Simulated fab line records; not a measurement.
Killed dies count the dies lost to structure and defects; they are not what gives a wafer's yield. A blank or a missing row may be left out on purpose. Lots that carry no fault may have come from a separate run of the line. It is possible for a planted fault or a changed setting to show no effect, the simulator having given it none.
Which tool is to blame? | flow gf180mcu | Sampling: 14 lots, 42 wafers, 3 of 602 route steps

## WHAT THE GAUGES SHOWED, per wafer
GF_CONTACT_THK_MEAS_01.
lot  | measured     | on            | CONTACT_CVD_00_THK (nm)
L178 | day 15 01:30 | film_metro-04 | 308 303 304
L179 | day 15 10:08 | film_metro-03 | 308 304 304
L181 | day 16 08:29 | film_metro-04 | 300 295 300
L183 | day 17 00:14 | film_metro-04 | 301 301 296
L184 | day 17 04:16 | film_metro-04 | 296 302 299
L186 | day 18 08:59 | film_metro-03 | 301 300 298
L187 | day 18 12:40 | film_metro-03 | 299 299 296
L189 | day 19 09:28 | film_metro-01 | 298 300 297
L190 | day 19 13:28 | film_metro-01 | 304 299 299
L191 | day 20 04:58 | film_metro-03 | 293 296 294
L200 | day 22 21:08 | film_metro-01 | 299 303 302

## EACH LOT AND THE TOOL THAT RAN IT (in order: tool; ch and the chambers of the sampled wafers; start)
lot  | GF_HV_LDD_RTA_52                 | GF_HV_LDD_ETCHBACK_58
L178 | rtp_anneal-02 ch 0, day 12 08:14 | rie_diel-03 ch 2,3, day 12 11:03
L179 | rtp_anneal-02 ch 0, day 12 15:34 | rie_diel-03 ch 0,1,2, day 12 18:20
L181 | rtp_anneal-01 ch 0, day 13 10:15 | rie_diel-02 ch 1,3, day 13 13:52
L183 | rtp_anneal-02 ch 0, day 14 03:20 | rie_diel-03 ch 0,2,3, day 14 06:05
L184 | rtp_anneal-01 ch 0, day 14 05:46 | rie_diel-03 ch 0,3, day 14 08:35
L186 | rtp_anneal-02 ch 0, day 15 09:12 | rie_diel-01 ch 0,1,3, day 15 11:56
L187 | rtp_anneal-02 ch 0, day 15 10:10 | rie_diel-02 ch 0,3, day 15 14:11
L189 | rtp_anneal-02 ch 0, day 16 08:23 | rie_diel-01 ch 0,3, day 16 11:10
L190 | rtp_anneal-01 ch 0, day 16 11:37 | rie_diel-01 ch 0,3, day 16 14:22
L191 | rtp_anneal-01 ch 0, day 17 01:50 | rie_diel-03 ch 1,3, day 17 04:35
L197 | rtp_anneal-02 ch 0, day 18 17:13 | rie_diel-03 ch 0,1,3, day 18 19:58
L198 | rtp_anneal-02 ch 0, day 18 23:38 | rie_diel-03 ch 1,2,3, day 19 05:24
L199 | rtp_anneal-01 ch 0, day 19 04:59 | rie_diel-03 ch 0,1,3, day 19 07:55
L200 | rtp_anneal-01 ch 0, day 19 17:40 | rie_diel-02 ch 1,2, day 19 20:23
- GF_HV_LDD_RTA_52: time 10 s.
- GF_HV_LDD_ETCHBACK_58: etches Si3N4 in CH3F/O2, stops on SiO2, time 100 s, target depth 90 nm.

## AS READ BY THE TOOLS THEMSELVES (means over the sampled wafers that have a number; for cases with no such wafer, the mark the record gives instead)
GF_HV_LDD_RTA_52.
lot  | tool          | lamp_power_pct (%) | wafer_temp_C_max
L178 | rtp_anneal-02 | 36                 | 1003.7
L179 | rtp_anneal-02 | 36                 | 1004.6
L181 | rtp_anneal-01 | 26                 | 1003.9
L183 | rtp_anneal-02 | 36                 | 1004.6
L184 | rtp_anneal-01 | 26                 | 1003.2
L186 | rtp_anneal-02 | 36                 | 1004.5
L187 | rtp_anneal-02 | 36                 | 1004.0
L189 | rtp_anneal-02 | 36                 | 1005.3
L190 | rtp_anneal-01 | 26                 | 1004.9
L191 | rtp_anneal-01 | 26                 | 1003.7
L197 | rtp_anneal-02 | 36                 | 1004.3
L198 | rtp_anneal-02 | 36                 | 1004.3
L199 | rtp_anneal-01 | 26                 | 1002.9
L200 | rtp_anneal-01 | 26                 | 1004.3

GF_HV_LDD_ETCHBACK_58.
lot  | tool        | O2_flow_sccm (sccm) | bias_w (W) | chamber_pressure_mTorr (mTorr) | drypump_motor_current_A (A) | oes_product_au (a.u.) | throttle_valve_pct (%)
L178 | rie_diel-03 | 30.09               | 80.09      | 24.975                         | 5.8                         | 0.837                 | 10.560
L179 | rie_diel-03 | 30.01               | 79.92      | 24.987                         | 5.8                         | 0.835                 | 10.557
L181 | rie_diel-02 | 29.93               | 80.09      | 25.012                         | 5.8                         | 0.836                 | 10.563
L183 | rie_diel-03 | 29.93               | 79.99      | 25.010                         | 6.1                         | 0.842                 | 10.559
L184 | rie_diel-03 | 30.02               | 80.10      | 24.986                         | 6.6                         | 0.836                 | 10.562
L186 | rie_diel-01 | 30.03               | 79.88      | 24.996                         | 6.5                         | 0.845                 | 10.572
L187 | rie_diel-02 | 29.97               | 79.85      | 24.996                         | 5.6                         | 0.838                 | 10.554
L189 | rie_diel-01 | 30.02               | 79.90      | 25.000                         | 6.4                         | 0.833                 | 10.557
L190 | rie_diel-01 | 30.04               | 79.97      | 24.983                         | 6.4                         | 0.834                 | 10.554
L191 | rie_diel-03 | 30.08               | 79.92      | 24.987                         | 6.4                         | 0.840                 | 10.560
L197 | rie_diel-03 | -                   | -          | -                              | -                           | -                     | -
L198 | rie_diel-03 | -                   | -          | -                              | -                           | -                     | -
L199 | rie_diel-03 | -                   | -          | -                              | -                           | -                     | -
L200 | rie_diel-02 | 30.09               | 79.88      | 24.992                         | 5.6                         | 0.848                 | 10.568

## THE ANSWER, worked out from the rows above alone
Rule: what is usual is taken from the lots themselves. Put in order of their means at a reading, lots are off if they are a third of the lots or fewer, leave a main group of 4 or more, and stand apart from it by a gap of 3 or more times the standard deviation of the main group's means; of several such gaps the widest counts. A main group whose means are all the same, to the digits that the tables above print for the reading, isn't used. A lot without any number at a reading at which 4 lots or more have one is off too. Any other lot the step has rows for is counted as sound. Order of review: gauges by route order, followed by the tools' own readings, for which a lot's mean as printed above is used. The first step at which some lot is off is used, and at that step the reading that is off furthest; a lot without a number counts as furthest.
Off: L197, L198, L199, at GF_HV_LDD_ETCHBACK_58 (O2_flow_sccm). Without a number there: L197, L198, L199. The main group has a mean of 30.02 sccm with a standard deviation of 0.055.
A tool fits if, at that step or a process step before it, it ran every lot that is off, and no sound lot after the first of them. One fits: rie_diel-03 at GF_HV_LDD_ETCHBACK_58. A fault onset in the window from L191 (day 17 04:35, its last sound lot) to L197 (day 18 19:58, its first lot off) fits.
Blank at GF_HV_LDD_ETCHBACK_58 on the lots that are off, where sound lots have numbers: O2_flow_sccm, bias_w, chamber_pressure_mTorr, drypump_motor_current_A, oes_product_au, throttle_valve_pct.

## WHAT THE SIMULATOR HAD PUT IN
Entire step skipped (rie_diel-03, GF_HV_LDD_ETCHBACK_58), from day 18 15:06 onward. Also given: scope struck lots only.
Struck lots among those shown: L197, L198, L199. The same result came from the rule above.
